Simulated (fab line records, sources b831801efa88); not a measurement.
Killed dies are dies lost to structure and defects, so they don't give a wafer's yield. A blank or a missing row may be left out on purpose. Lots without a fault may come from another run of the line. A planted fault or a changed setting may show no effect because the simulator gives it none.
Which tool did it? | flow gf180mcu | 12 lots, 36 wafers sampled, at 6 steps of a route of 602

WHAT THE GAUGES READ, wafer by wafer
GF_POLY_GATE_THK_MEAS_01.
lot  | measured     | on            | POLY_GATE_CVD_00_THK (nm)
L279 | day 8 21:32  | film_metro-04 | 198.3 201.3 198.8
L280 | day 9 03:05  | film_metro-03 | 197.6 199.1 198.5
L281 | day 9 14:13  | film_metro-01 | 203.0 201.5 202.8
L282 | day 9 19:09  | film_metro-04 | 204.0 206.2 204.1
L283 | day 10 03:53 | film_metro-04 | 200.8 200.8 200.1
L286 | day 11 02:43 | film_metro-04 | 203.0 203.4 202.3
L287 | day 11 11:44 | film_metro-03 | 196.8 199.0 196.5
L289 | day 11 22:41 | film_metro-01 | 200.4 197.9 199.7
L292 | day 12 22:45 | film_metro-04 | 198.0 199.0 198.0
L298 | day 14 11:41 | film_metro-03 | 176.0 178.1 178.7
L299 | day 14 18:48 | film_metro-04 | 197.9 197.6 199.1
L300 | day 15 03:05 | film_metro-01 | 198.4 199.4 200.1

GF_M2_CD_MEAS_14: target cd 280 nm.
lot  | measured     | on        | cd_nm (nm)
L279 | day 19 17:14 | cd_sem-02 | 281.2 281.3 281.8
L280 | day 19 21:25 | cd_sem-01 | 281.3 281.1 281.1
L281 | day 20 23:05 | cd_sem-01 | 280.4 279.6 280.2
L282 | day 20 23:25 | cd_sem-02 | 279.8 278.6 279.8
L283 | day 21 08:46 | cd_sem-02 | 278.7 279.9 280.4
L286 | day 22 14:14 | cd_sem-01 | 280.6 281.5 281.1
L287 | day 23 04:38 | cd_sem-01 | 278.7 278.0 277.8
L289 | day 23 16:07 | cd_sem-01 | 280.0 279.0 279.0
L292 | day 24 19:46 | cd_sem-02 | 279.1 279.6 279.5
L298 | day 26 10:02 | cd_sem-02 | 279.3 279.3 279.8
L299 | day 26 16:41 | cd_sem-01 | 279.8 278.3 279.3
L300 | day 27 00:50 | cd_sem-02 | 281.5 280.4 282.2

WHICH TOOL RAN EACH LOT (tool, then ch and the chambers of the sampled wafers, then the start)
lot  | GF_POLY_GATE_CVD_00         | GF_POLY_GATE_ETCH_13             | GF_V1_ETCH_17                                 | GF_V1_SPUTTER_22
L279 | lpcvd-01 ch 0, day 8 20:12  | rie_si-01 ch 0,1,3, day 9 15:19  | rie_diel-02 ch 0,1, day 18 16:17 or earlier   | pvd_sputter-02, day 18 16:17
L280 | lpcvd-01 ch 0, day 9 01:45  | rie_si-02 ch 0,1,3, day 9 20:29  | rie_diel-01 ch 0,1,3, day 18 20:27 or earlier | pvd_sputter-02, day 18 20:27
L281 | lpcvd-02 ch 0, day 9 12:52  | rie_si-01 ch 1,2, day 10 08:02   | rie_diel-02 ch 0,2,3, day 19 22:00 or earlier | pvd_sputter-04, day 19 22:00
L282 | lpcvd-01 ch 1, day 9 17:49  | rie_si-01 ch 1,2, day 10 13:59   | rie_diel-04 ch 1,3, day 19 22:16 or earlier   | pvd_sputter-01, day 19 22:16
L283 | lpcvd-02 ch 1, day 10 02:34 | rie_si-02 ch 0,1,2, day 10 22:16 | rie_diel-01 ch 0,3, day 20 07:57 or earlier   | pvd_sputter-01, day 20 07:57
L286 | lpcvd-02 ch 0, day 11 01:22 | rie_si-01 ch 2,3, day 11 21:59   | rie_diel-04 ch 0,1,3, day 21 12:48 or earlier | pvd_sputter-04, day 21 12:48
L287 | lpcvd-02 ch 0, day 11 10:24 | rie_si-02 ch 0,1, day 12 07:14   | rie_diel-01 ch 0,1,2, day 22 05:13 or earlier | pvd_sputter-04, day 22 05:13
L289 | lpcvd-02 ch 0, day 11 21:21 | rie_si-02 ch 0,1,2, day 12 17:52 | rie_diel-02 ch 0,1,3, day 22 16:19 or earlier | pvd_sputter-01, day 22 16:19
L292 | lpcvd-02 ch 1, day 12 21:25 | rie_si-01 ch 1,2, day 13 18:50   | rie_diel-02 ch 0,1,3, day 23 20:37 or earlier | pvd_sputter-01, day 23 20:37
L298 | lpcvd-02 ch 1, day 14 10:21 | rie_si-02 ch 1,2,3, day 15 09:25 | rie_diel-01 ch 0,2,3, day 25 12:28 or earlier | pvd_sputter-01, day 25 12:28
L299 | lpcvd-01 ch 0, day 14 17:28 | rie_si-02 ch 0,2,3, day 15 15:58 | rie_diel-04 ch 1,2, day 25 18:59 or earlier   | pvd_sputter-04, day 25 18:59
L300 | lpcvd-01 ch 1, day 15 01:44 | rie_si-01 ch 1,2, day 16 01:22   | rie_diel-04 ch 0,1,2, day 26 02:58 or earlier | pvd_sputter-01, day 26 02:58
- GF_POLY_GATE_CVD_00: deposits poly-Si, target thk 200 nm, time 1200 s.
- GF_POLY_GATE_ETCH_13: etches poly-Si in HBr/Cl2, stops on SiO2, target depth 198.5 nm, time 69.6 s.
- GF_V1_ETCH_17: etches SiO2 in C4F8/O2/Ar, stops on TiN, target depth 630 nm.
- GF_V1_SPUTTER_22: material TiN, target thk 10 nm, time 40 s.

WHAT THE TOOLS THEMSELVES READ (means of the sampled wafers that have a number; where no wafer has one, the mark that the record gives instead)
GF_POLY_GATE_CVD_00.
lot  | tool     | pressure_mtorr (mTorr)
L279 | lpcvd-01 | 199.7
L280 | lpcvd-01 | 199.6
L281 | lpcvd-02 | 199.8
L282 | lpcvd-01 | 200.1
L283 | lpcvd-02 | 199.9
L286 | lpcvd-02 | 199.8
L287 | lpcvd-02 | 199.9
L289 | lpcvd-02 | 200.1
L292 | lpcvd-02 | 200.2
L298 | lpcvd-02 | 160.2
L299 | lpcvd-01 | 199.8
L300 | lpcvd-01 | 200.2

GF_POLY_GATE_ETCH_13.
lot  | tool      | drypump_motor_current_A (A) | oes_product_au (a.u.) | throttle_valve_pct (%)
L279 | rie_si-01 | 5.7                         | 0.983                 | 33.670
L280 | rie_si-02 | 5.8                         | 0.989                 | 33.687
L281 | rie_si-01 | 5.9                         | 0.985                 | 33.687
L282 | rie_si-01 | 5.9                         | 0.988                 | 33.688
L283 | rie_si-02 | 5.7                         | 0.993                 | 33.677
L286 | rie_si-01 | 6.0                         | 0.990                 | 33.675
L287 | rie_si-02 | 5.9                         | 0.989                 | 33.681
L289 | rie_si-02 | 5.8                         | 0.992                 | 33.685
L292 | rie_si-01 | 5.9                         | 0.986                 | 33.674
L298 | rie_si-02 | 5.6                         | 0.921                 | 33.684
L299 | rie_si-02 | 5.7                         | 0.992                 | 33.681
L300 | rie_si-01 | 5.9                         | 0.985                 | 33.680

GF_V1_ETCH_17.
lot  | tool        | oes_product_au (a.u.)
L279 | rie_diel-02 | 0.857
L280 | rie_diel-01 | 0.859
L281 | rie_diel-02 | 0.860
L282 | rie_diel-04 | 0.859
L283 | rie_diel-01 | 0.859
L286 | rie_diel-04 | 0.858
L287 | rie_diel-01 | 0.860
L289 | rie_diel-02 | 0.859
L292 | rie_diel-02 | 0.855
L298 | rie_diel-01 | 0.855
L299 | rie_diel-04 | 0.855
L300 | rie_diel-04 | 0.853

GF_V1_SPUTTER_22.
lot  | tool           | throttle_valve_pct (%)
L279 | pvd_sputter-02 | 30.0
L280 | pvd_sputter-02 | 31.2
L281 | pvd_sputter-04 | 30.4
L282 | pvd_sputter-01 | 30.2
L283 | pvd_sputter-01 | 30.1
L286 | pvd_sputter-04 | 28.8
L287 | pvd_sputter-04 | 29.9
L289 | pvd_sputter-01 | 30.2
L292 | pvd_sputter-01 | 30.1
L298 | pvd_sputter-01 | 29.7
L299 | pvd_sputter-04 | 30.3
L300 | pvd_sputter-01 | 30.4

THE ANSWER, worked out from the rows above alone
Rule: what is usual is taken from the lots themselves. Put in order of their means at a reading, lots are off if they are a third of the lots or fewer, leave a main group of 4 or more, and stand apart from it by a gap of 3 or more times the standard deviation of the main group's means; of several such gaps the widest counts. A main group whose means are all the same, to the digits that the tables above print for the reading, isn't used. A lot without any number at a reading at which 4 lots or more have one is off too. The other lots that the step has rows for count as sound. The gauges are gone through in route order, then the tools' own readings, and for those a lot's mean is taken as printed above. The first step at which some lot is off is used, and at that step the reading that is off furthest; a lot without a number counts as furthest.
Off: L298, at GF_POLY_GATE_THK_MEAS_01 (POLY_GATE_CVD_00_THK). The main group: mean 200.1 nm, standard deviation 2.2.
A tool fits if, at a process step before that reading, it ran every lot that is off, and no sound lot after the first of them. The gauges at GF_POLY_GATE_THK_MEAS_01 aren't tried: what is off there is off at GF_POLY_GATE_CVD_00 too, on other tools, and a gauge's error can't cause that. One fits: lpcvd-02 at GF_POLY_GATE_CVD_00. Its last sound lot is L292 (day 12 21:25), its first lot that is off L298 (day 14 10:21): a fault that began between those two fits.
The tool's own readings at GF_POLY_GATE_CVD_00 bear it out: on the lots that are off they differ by more than 5 times the standard deviation of the sound lots' means. pressure_mtorr reads 160.2 mTorr there against 199.9 mTorr on the sound lots.

WHAT THE SIMULATOR HAD PUT IN
Process parameter drift: lpcvd-02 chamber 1, from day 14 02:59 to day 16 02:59, at GF_POLY_GATE_CVD_00. Setting pressure_mtorr, moved by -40, from 200. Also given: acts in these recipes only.
Lots struck among those shown: L298. The rule above found the same.
